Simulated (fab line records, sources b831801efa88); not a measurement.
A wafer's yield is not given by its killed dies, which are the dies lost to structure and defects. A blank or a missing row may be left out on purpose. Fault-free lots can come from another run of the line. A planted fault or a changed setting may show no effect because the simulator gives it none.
fab line records	flow sky130	part 1 of 2: steps 1 to 22 of 23
record: lots: 7	wafers: 21	lastDay: 50
route steps=708 shown CAP2M@614 METAL4@621 PAD_OPEN@708
lots untouched by any fault: they come from a run of this same line in which no faults occurred
startH: the number of hours between the record's first day and the start of the first shown wafer of the lot	waitH: hours elapsed since this lot's preceding step	" identical to the entry in the row above	L1.1+2: a row that stands for several wafers	- no value, or no start was given	* or withheld: withheld	< > ~ a bound
route shown NAME@n: a module of which the file shows steps, and the number in the route of the first	usual: mean/standard deviation of fault-free wafers	same: alike in all rows	chamber/n: place in a boat	sites: per-site readings	_std_site: how widely they spread, as a standard deviation	_edge_site: outer sites' mean less inner sites'	radiusMm: how far each site lies from the wafer's centre	mask NAME#n: copy n	behind: the tool/chamber that last shaped the wafer	hold: what put the lot on hold/how long, in hours/how the hold closed	device: transistor that didn't switch, given as n, p or np	end of line: the same wafers' tests at the end of the route	step lacking rows: just its recipe	killed: at the first sort, the dies lost to defects and structure; wafer yield is something else	map: shows each die of a wafer: x if killed, . if not, _ if none is there
set.NAME: the run value of the setting; set.NAME@STEP: its run value at that earlier step	model.NAME: the simulator's own value behind a step, which no gauge read
lots at selected steps of the route; one table per step, one row per wafer
services: the hour from which a tool's chamber was out of use, counted from the record's first day as startH (under 0 if before that day), plus the number of hours and why
== steps ==
step: SKY_CAP2M_DEVELOP_11
recipe: resist: NOVOLAK	developer: TMAH	developTimeS: 60	devTempC: 23
step: SKY_CAP2M_OVL_MEAS_12
usual: CAP2M_OVL: 0.1/1.2
lot.wafer	tool	chamber	startH	waitH	CAP2M_OVL[nm]
L559.2	overlay-01	-	958.58	0.1	-0.3
L559.3	"	-	"	"	1.1
L559.5	"	-	"	"	0.4
L568.2	overlay-01	-	1012.08	0.1	-1.5
L568.4	"	-	"	"	-2.5
L568.5	"	-	"	"	-0.9
L570.2	overlay-02	-	1012.28	0.1	0.0
L570.3	"	-	"	"	-0.5
L570.5	"	-	"	"	0.7
L569.1	overlay-01	-	1025.42	0.1	-0.8
L569.3	"	-	"	"	0.1
L569.4	"	-	"	"	0.8
L572.3	overlay-01	-	1047.83	0.1	-1.1
L572.4	"	-	"	"	1.1
L572.5	"	-	"	"	2.0
L577.1	overlay-01	-	1070.32	0.1	2.0
L577.3	"	-	"	"	2.5
L577.4	"	-	"	"	1.6
L579.2	overlay-02	-	1096.08	0.1	-0.1
L579.4	"	-	"	"	-0.6
L579.5	"	-	"	"	0.8
step: SKY_CAP2M_METAL_ETCH_13
recipe: targetDepthNm: 220	stopOn: SiO2	chemistry: Cl2/BCl3	target: TiN	pressureMtorr: 10	icpW: 900	biasW: 47.83	Cl2_flow_sccm: 60	bcl3FlowSccm: 30	timeS: 62.9
usual: biasW: 47.80/0.15	drypumpMotorCurrentA: 5.8/0.33	oesProductAu: 0.941/0.0064	throttleValvePct: 21.901/0.0098
lot.wafer	tool	chamber	startH	waitH	biasW	drypumpMotorCurrentA	oesProductAu	rfHoursCounterH	throttleValvePct
L559.2	rieMetal-01	1	958.61	0.0	48.19	5.7	0.939	3	21.915
L559.3	"	1	"	"	47.86	5.7	0.940	-	21.892
L559.5	"	0	"	"	47.69	5.9	0.940	-	21.893
L568.2	rieMetal-01	1	1012.11	0.0	47.51	5.7	0.936	6	21.903
L568.4	"	1	"	"	47.56	5.7	0.940	-	21.907
L568.5	"	1	"	"	47.60	5.7	0.943	-	21.908
L570.2	rieMetal-02	0	1012.31	0.0	47.74	6.8	0.938	16	21.913
L570.3	"	1	"	"	47.78	5.8	0.930	-	21.907
L570.5	"	0	"	"	48.17	6.7	0.933	-	21.901
L569.1	rieMetal-02	1	1025.46	0.0	47.91	5.8	0.945	12	21.892
L569.3	"	0	"	"	48.01	6.7	0.944	-	21.906
L569.4	"	1	"	"	47.69	5.8	0.936	-	21.900
L572.3	rieMetal-01	0	1047.88	0.0	47.78	5.9	0.941	-	21.901
L572.4	"	1	"	"	47.75	5.7	0.934	-	21.907
L572.5	"	1	"	"	47.63	5.7	0.942	-	21.877
L577.1	rieMetal-01	1	1070.36	0.0	47.62	5.7	0.944	9	21.900
L577.3	"	1	"	"	47.89	5.7	0.946	-	21.896
L577.4	"	0	"	"	47.82	5.9	0.943	-	21.892
L579.2	rieMetal-04	1	1096.11	0.0	47.93	6.1	0.946	18	21.902
L579.4	"	0	"	"	47.53	5.3	0.955	-	21.900
L579.5	"	1	"	"	47.91	6.0	0.942	-	21.909
step: SKY_CAP2M_STRIP_14
recipe: chemistry: O2/N2	powerW: 1400	pressureMtorr: 1500	platenTempC: withheld	o2FlowSccm: 3000	n2FlowSccm: 300	overashFraction: 0.5
usual: drypumpMotorCurrentA: 5.5/0.57	oesProductAu: 0.710/0.0045	stripTimeToEndpointS: 12.66/0.038
lot.wafer	tool	chamber	startH	waitH	drypumpMotorCurrentA	oesProductAu	rfHoursCounterH	stripTimeToEndpointS
L559.2	plasmaAsher-03	0	958.68	0.1	5.0	0.709	86	12.64
L559.3	"	1	"	"	5.9	0.711	-	12.67
L559.5	"	0	"	"	5.0	0.714	-	12.65
L568.2	plasmaAsher-03	0	1012.19	0.1	5.0	0.722	92	12.66
L568.4	"	0	"	"	5.0	0.712	-	12.68
L568.5	"	1	"	"	5.9	0.708	-	12.62
L570.2	plasmaAsher-02	1	1012.38	0.1	5.3	0.722	54	12.66
L570.3	"	0	"	"	6.8	0.712	-	12.61
L570.5	"	1	"	"	5.3	0.716	-	12.64
L569.1	plasmaAsher-01	0	1025.54	0.1	4.9	0.705	27	12.64
L569.3	"	0	"	"	4.9	0.708	-	12.67
L569.4	"	1	"	"	5.6	0.703	-	12.69
L572.3	plasmaAsher-01	0	1047.97	0.1	4.9	0.706	-	12.67
L572.4	"	1	"	"	5.7	0.710	-	12.70
L572.5	"	1	"	"	5.7	0.713	-	12.67
L577.1	plasmaAsher-01	1	1070.44	0.1	5.7	0.705	31	12.57
L577.3	"	1	"	"	5.7	0.712	-	12.63
L577.4	"	0	"	"	4.9	0.704	-	12.63
L579.2	plasmaAsher-02	0	1096.19	0.1	6.8	0.713	63	12.68
L579.4	"	1	"	"	5.3	0.711	-	12.68
L579.5	"	0	"	"	6.8	0.711	-	12.72
step: SKY_CAP2M_STRIP_15
recipe: chemistry: postEtchResidueRemover	timeS: 1200	tempC: 72.5
step: SKY_CAP2M_CLEAN_16
recipe: chemistry: IPA	timeS: 180	tempC: 25
step: SKY_CAP2M_CLEAN_17
recipe: chemistry: O3/DIW	dry: n2Spin
step: SKY_METAL4_DEHYDRATE_05
recipe: tempC: 200	timeS: 60
step: SKY_METAL4_HMDS_06
recipe: primeTimeS: 60	primeTempC: 120
step: SKY_METAL4_COAT_07
recipe: resist: BARC	tempC: withheld	timeS: withheld	spinRpm: 3000	resistThkNm: 60
step: SKY_METAL4_COAT_08
recipe: resist: KrF-thick	spinRpm: 3000	resistThkNm: 1140
step: SKY_METAL4_SOFTBAKE_09
recipe: tempC: 100	timeS: 90	resist: KrF-thick
step: SKY_METAL4_EXPOSE_10
recipe: maskId: MM4	na: 0.68	sourceShape: annular	sigmaInner: 0.4	sigmaOuter: 0.8	targetCdNm: 300	doseMj: 28
usual: exposureDoseMJCm2: 27.96/0.039	reticleTempC: 22.98/0.096
lot.wafer	tool	chamber	startH	waitH	mask	exposureDoseMJCm2	reticleTempC
L559.2	krfScanner-01	0	971.63	-	MM4#0	27.99	22.92
L559.3	"	0	"	"	MM4#0	27.97	22.90
L559.5	"	0	"	"	MM4#0	27.97	23.07
L568.2	krfScanner-01	0	1025.35	-	MM4#0	25.57	23.08
L568.4	"	0	"	"	MM4#0	25.52	22.99
L568.5	"	0	"	"	MM4#0	25.50	23.08
L570.2	krfScanner-02	0	1025.59	-	MM4#0	27.96	23.09
L570.3	"	0	"	"	MM4#0	27.97	23.06
L570.5	"	0	"	"	MM4#0	27.93	23.08
L569.1	krfScanner-01	0	1037.26	-	MM4#0	25.99	23.05
L569.3	"	0	"	"	MM4#0	26.02	23.16
L569.4	"	0	"	"	MM4#0	26.04	23.01
L572.3	krfScanner-01	0	1058.45	-	MM4#0	26.40	22.92
L572.4	"	0	"	"	MM4#0	26.44	23.11
L572.5	"	0	"	"	MM4#0	26.45	22.90
L577.1	krfScanner-02	0	1080.61	-	MM4#0	27.95	23.03
L577.3	"	0	"	"	MM4#0	27.92	23.07
L577.4	"	0	"	"	MM4#0	27.93	23.00
L579.2	krfScanner-02	0	1105.76	-	MM4#0	27.92	22.92
L579.4	"	0	"	"	MM4#0	27.92	22.93
L579.5	"	0	"	"	MM4#0	27.86	22.98
step: SKY_METAL4_PEB_11
recipe: pebTempC: withheld	pebTimeS: withheld	resist: KrF-thick
step: SKY_METAL4_DEVELOP_12
recipe: developTimeS: 60	resist: KrF-thick	devTempC: 21
step: SKY_METAL4_CD_MEAS_13
recipe: targetCdNm: 300
usual: cdNm: 300.0/1.6
lot.wafer	tool	chamber	startH	waitH	cdNm
L559.2	cdSem-01	-	983.69	-	299.7
L559.3	"	-	"	"	302.1
L559.5	"	-	"	"	301.9
L568.2	cdSem-02	-	1035.61	-	316.3
L568.4	"	-	"	"	317.5
L568.5	"	-	"	"	317.1
L570.2	cdSem-02	-	1035.73	-	301.7
L570.3	"	-	"	"	302.9
L570.5	"	-	"	"	301.3
L569.1	cdSem-01	-	1049.07	-	311.6
L569.3	"	-	"	"	313.4
L569.4	"	-	"	"	313.8
L572.3	cdSem-02	-	1070.31	-	311.5
L572.4	"	-	"	"	310.2
L572.5	"	-	"	"	310.5
L577.1	cdSem-01	-	1091.57	-	297.0
L577.3	"	-	"	"	296.0
L577.4	"	-	"	"	297.3
L579.2	cdSem-02	-	1116.64	-	299.1
L579.4	"	-	"	"	299.6
L579.5	"	-	"	"	298.9
step: SKY_METAL4_OVL_MEAS_14
usual: METAL4_OVL: 2/5.5
lot.wafer	tool	chamber	startH	waitH	METAL4_OVL[nm]
L559.2	overlay-01	-	983.80	0.1	-8
L559.3	"	-	"	"	-4
L559.5	"	-	"	"	-5
L568.2	overlay-02	-	1035.72	0.1	-1
L568.4	"	-	"	"	5
L568.5	"	-	"	"	10
L570.2	overlay-01	-	1035.84	0.1	-2
L570.3	"	-	"	"	2
L570.5	"	-	"	"	9
L569.1	overlay-01	-	1049.19	0.1	15
L569.3	"	-	"	"	9
L569.4	"	-	"	"	-8
L572.3	overlay-02	-	1070.40	0.1	5
L572.4	"	-	"	"	-6
L572.5	"	-	"	"	1
L577.1	overlay-02	-	1091.69	0.1	5
L577.3	"	-	"	"	1
L577.4	"	-	"	"	2
L579.2	overlay-02	-	1116.75	0.1	0
L579.4	"	-	"	"	1
L579.5	"	-	"	"	0
step: SKY_METAL4_DESCUM_15
recipe: chemistry: O2	sourcePowerW: 150	biasPowerW: 0	pressureMtorr: 10	tempC: 40	timeS: 8
usual: drypumpMotorCurrentA: 5.9/0.55	oesProductAu: 0.998/0.013
lot.wafer	tool	chamber	startH	waitH	drypumpMotorCurrentA	oesProductAu	rfHoursCounterH	model.METAL4.cdNm
L559.2	rieMetal-02	1	983.83	0.0	5.8	1.001	9	299.5
L559.3	"	0	"	"	6.8	0.997	-	301.8
L559.5	"	0	"	"	6.7	0.992	-	301.3
L568.2	rieMetal-03	0	1035.75	0.0	5.1	0.980	19	316.7
L568.4	"	0	"	"	5.1	0.980	-	318.3
L568.5	"	0	"	"	5.1	0.976	-	317.1
L570.2	rieMetal-04	1	1035.87	0.0	6.1	0.977	14	301.9
L570.3	"	1	"	"	6.1	0.985	-	303
L570.5	"	1	"	"	6.1	0.995	-	302
L569.1	rieMetal-04	1	1049.23	0.0	6.1	0.982	14	312.8
L569.3	"	1	"	"	6.1	0.988	-	313.4
L569.4	"	0	"	"	5.3	0.990	-	313.8
L572.3	rieMetal-02	1	1070.44	0.0	5.8	0.993	-	311.5
L572.4	"	0	"	"	6.7	0.986	-	310.1
L572.5	"	1	"	"	5.8	0.998	-	310.9
L577.1	rieMetal-02	1	1091.73	0.0	5.8	1.014	15	297.1
L577.3	"	1	"	"	5.8	1.010	-	296.1
L577.4	"	0	"	"	6.8	0.997	-	297.5
L579.2	rieMetal-03	1	1116.79	0.0	6.0	1.023	-	299
L579.4	"	1	"	"	6.0	1.013	-	299.3
L579.5	"	1	"	"	6.0	1.020	-	298.9
step: SKY_METAL4_ETCH_16
recipe: chemistry: N2/H2	target: BARC	ionEnergyEv: 200	biasW: 100	pressureMtorr: 30	n2FlowSccm: 100	h2FlowSccm: 200	icpW: 500	stopOn: SiO2	timeS: 88.2	targetDepthA: 600
usual: biasW: 99.99/0.29	drypumpMotorCurrentA: 5.9/0.55	oesProductAu: 0.626/0.0047	throttleValvePct: 13.205/0.0091
lot.wafer	tool	chamber	startH	waitH	biasW	drypumpMotorCurrentA	oesProductAu	rfHoursCounterH	throttleValvePct
L559.2	rieMetal-02	1	983.86	0.0	100.16	5.8	0.620	9	13.204
L559.3	"	0	"	"	99.82	6.8	0.628	-	13.205
L559.5	"	0	"	"	99.86	6.8	0.612	-	13.205
L568.2	rieMetal-03	0	1035.78	0.0	99.91	5.1	0.626	19	13.206
L568.4	"	0	"	"	100.08	5.1	0.627	-	13.215
L568.5	"	0	"	"	99.77	5.1	0.629	-	13.209
L570.2	rieMetal-04	1	1035.90	0.0	99.67	6.1	0.627	14	13.209
L570.3	"	1	"	"	99.45	6.1	0.623	-	13.200
L570.5	"	1	"	"	99.69	6.1	0.631	-	13.190
L569.1	rieMetal-04	1	1049.26	0.0	99.79	6.1	0.641	14	13.201
L569.3	"	1	"	"	100.09	6.1	0.627	-	13.226
L569.4	"	0	"	"	100.05	5.3	0.620	-	13.194
L572.3	rieMetal-02	1	1070.49	0.0	100.46	5.8	0.628	-	13.219
L572.4	"	0	"	"	100.06	6.7	0.625	-	13.218
L572.5	"	1	"	"	100.11	5.8	0.624	-	13.210
L577.1	rieMetal-02	1	1091.76	0.0	99.95	5.8	0.632	15	13.221
L577.3	"	1	"	"	99.88	5.7	0.623	-	13.195
L577.4	"	0	"	"	99.60	6.8	0.627	-	13.213
L579.2	rieMetal-03	1	1116.88	0.1	100.12	6.0	0.632	-	13.211
L579.4	"	1	"	"	99.69	6.0	0.621	-	13.204
L579.5	"	1	"	"	99.76	6.0	0.626	-	13.215
step: SKY_METAL4_ETCH_17
recipe: target: SiO2	stopOn: TiN	chemistry: C4F8/O2/Ar	sourceW: 1500	biasW: 1200	pressureMtorr: 40	c4f8FlowSccm: withheld	O2_flow_sccm: 6	Ar_flow_sccm: 300	timeS: 3.9	targetDepthA: 150
usual: biasW: 1200/3.5	oesProductAu: 0.753/0.0079
lot.wafer	tool	chamber	startH	waitH	biasW	oesProductAu	rfHoursCounterH
L559.2	rieDiel-01	2	983.96	0.1	1198	0.752	11
L559.3	"	0	"	"	1206	0.753	14
L559.5	"	3	"	"	1199	0.749	-
L568.2	rieDiel-01	2	1035.88	0.1	1201	0.751	12
L568.4	"	1	"	"	1196	0.761	5
L568.5	"	1	"	"	1199	0.742	-
L570.2	rieDiel-04	2	1036.00	0.1	1201	0.750	18
L570.3	"	1	"	"	1201	0.747	16
L570.5	"	3	"	"	1195	0.754	-
L569.1	rieDiel-04	1	1049.36	0.1	1197	0.743	16
L569.3	"	0	"	"	1202	0.760	9
L569.4	"	2	"	"	1202	0.740	19
L572.3	rieDiel-01	2	1070.56	0.0	1205	0.763	13
L572.4	"	3	"	"	1197	0.752	23
L572.5	"	3	"	"	1197	0.757	-
L577.1	rieDiel-02	2	1091.86	0.1	1205	0.744	17
L577.3	"	3	"	"	1201	0.737	6
L577.4	"	0	"	"	1201	0.751	29
L579.2	rieDiel-01	2	1117.04	0.1	1193	0.746	15
L579.4	"	0	"	"	1197	0.760	18
L579.5	"	2	"	"	1195	0.768	-
step: SKY_METAL4_METAL_ETCH_18
recipe: targetDepthA: 8450	stopOn: SiO2	overEtchFrac: 0.3	timeS: 183.1	chemistry: Cl2/BCl3	resistSidewallDeg: 88	pressureMtorr: 10	icpW: 900	biasW: 48.5	Cl2_flow_sccm: 60	bcl3FlowSccm: 30
usual: biasW: 48.50/0.15	drypumpMotorCurrentA: 5.8/0.52	oesProductAu: 0.865/0.0071	throttleValvePct: 22.264/0.01
lot.wafer	tool	chamber	startH	waitH	biasW	drypumpMotorCurrentA	oesProductAu	rfHoursCounterH	throttleValvePct	model.METAL4.cdNm
L559.2	rieMetal-04	1	983.97	0.0	48.67	6.0	0.878	10	22.262	295.3
L559.3	"	0	"	"	48.48	5.3	0.865	-	22.271	297.8
L559.5	"	0	"	"	48.63	5.3	0.877	-	22.270	297
L568.2	rieMetal-02	1	1035.90	0.0	48.36	5.7	0.865	12	22.245	324.1
L568.4	"	0	"	"	48.55	6.8	0.864	-	22.268	322.8
L568.5	"	1	"	"	48.25	5.7	0.870	-	22.254	320.7
L570.2	rieMetal-03	0	1036.02	0.0	48.59	5.1	0.875	19	22.264	296
L570.3	"	1	"	"	48.48	6.0	0.873	-	22.266	304.9
L570.5	"	1	"	"	48.56	6.0	0.870	-	22.256	307.1
L569.1	rieMetal-03	0	1049.38	0.0	48.17	5.1	0.854	19	22.255	310.4
L569.3	"	1	"	"	48.41	6.0	0.859	-	22.257	317.6
L569.4	"	0	"	"	48.49	5.1	0.866	-	22.265	309.5
L572.3	rieMetal-03	1	1070.63	0.1	48.34	6.0	0.869	-	22.269	318.8
L572.4	"	0	"	"	48.52	5.1	0.853	-	22.246	312.7
L572.5	"	1	"	"	48.27	6.0	0.857	-	22.274	320.2
L577.1	rieMetal-03	0	1091.87	0.0	48.67	5.1	0.854	23	22.265	294.2
L577.3	"	1	"	"	48.36	6.0	0.856	-	22.263	304.9
L577.4	"	0	"	"	48.41	5.1	0.861	-	22.251	298.3
L579.2	rieMetal-04	0	1117.06	0.0	48.54	5.3	0.865	24	22.260	305.6
L579.4	"	0	"	"	48.35	5.3	0.868	-	22.270	303.8
L579.5	"	1	"	"	48.46	6.1	0.865	-	22.275	305.6
step: SKY_METAL4_STRIP_19
recipe: chemistry: O2/N2	powerW: 1400	pressureMtorr: 1500	platenTempC: withheld	o2FlowSccm: 3000	n2FlowSccm: 300	overashFraction: 0.5
usual: drypumpMotorCurrentA: 5.6/0.57	oesProductAu: 0.503/0.0069	stripTimeToEndpointS: 6.55/0.11
lot.wafer	tool	chamber	startH	waitH	drypumpMotorCurrentA	oesProductAu	rfHoursCounterH	stripTimeToEndpointS
L559.2	plasmaAsher-03	0	984.15	0.1	5.0	0.504	89	6.57
L559.3	"	1	"	"	5.9	0.512	-	6.60
L559.5	"	0	"	"	5.0	0.504	-	6.52
L568.2	plasmaAsher-02	1	1036.07	0.1	5.3	0.505	57	6.51
L568.4	"	1	"	"	5.3	0.510	-	6.62
L568.5	"	0	"	"	6.8	0.512	-	6.60
L570.2	plasmaAsher-04	1	1036.19	0.1	5.2	0.517	120	6.69
L570.3	"	1	"	"	5.2	0.498	-	6.39
L570.5	"	0	"	"	5.6	0.498	-	6.32
L569.1	plasmaAsher-04	0	1049.56	0.1	5.6	0.510	120	6.71
L569.3	"	1	"	"	5.2	0.496	-	6.44
L569.4	"	0	"	"	5.6	0.515	-	6.73
L572.3	plasmaAsher-04	0	1070.79	0.1	5.6	0.490	-	6.28
L572.4	"	1	"	"	5.2	0.498	-	6.62
L572.5	"	0	"	"	5.6	0.497	-	6.34
L577.1	plasmaAsher-02	1	1092.05	0.1	5.3	0.498	62	6.56
L577.3	"	1	"	"	5.3	0.489	-	6.29
L577.4	"	0	"	"	6.8	0.505	-	6.57
L579.2	plasmaAsher-03	0	1117.24	0.1	5.1	0.512	102	6.60
L579.4	"	0	"	"	5.0	0.502	-	6.64
L579.5	"	0	"	"	5.1	0.510	-	6.67
== key ==
firstSign: step: SKY_METAL4_EXPOSE_10	reading: exposureDoseMJCm2	direction: down	sigmas: 50	usual: *	struck: *
effect: step: SKY_METAL4_CD_MEAS_13	reading: cdNm	direction: up	sigmas: 8.6	usual: 300.0	struck: 313.5	through: controlLoop
modelEffect: step: SKY_METAL4_DESCUM_15	value: METAL4.cdNm	without: 300.5	struck: 313.8
modelEffect: step: SKY_METAL4_METAL_ETCH_18	value: METAL4.cdNm	without: 304.1	struck: 317.4
modelEffect: step: SKY_PAD_OPEN_PROBE_99	value: etest.met4.widthNm	without: 304.3	struck: 317.3
metAt SKY_METAL4_EXPOSE_10
struckWafers L568.2,L568.4,L568.5,L569.1,L569.3,L569.4,L572.3,L572.4,L572.5
loopTrim: step: SKY_METAL4_EXPOSE_10	setting: dose	lots: L569,L572
onsetBetween 971.63 1025.35
fault: kind: processParameterDrift	tool: krfScanner-01	chamber: -	onsetH: 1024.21	steps: SKY_METAL4_EXPOSE_10	channel: doseMj	offset: -2.4632	shape: step	actsIn: theseRecipesOnly	stated: 28
loopTrim: a control loop set the setting to another value than it would have without faults
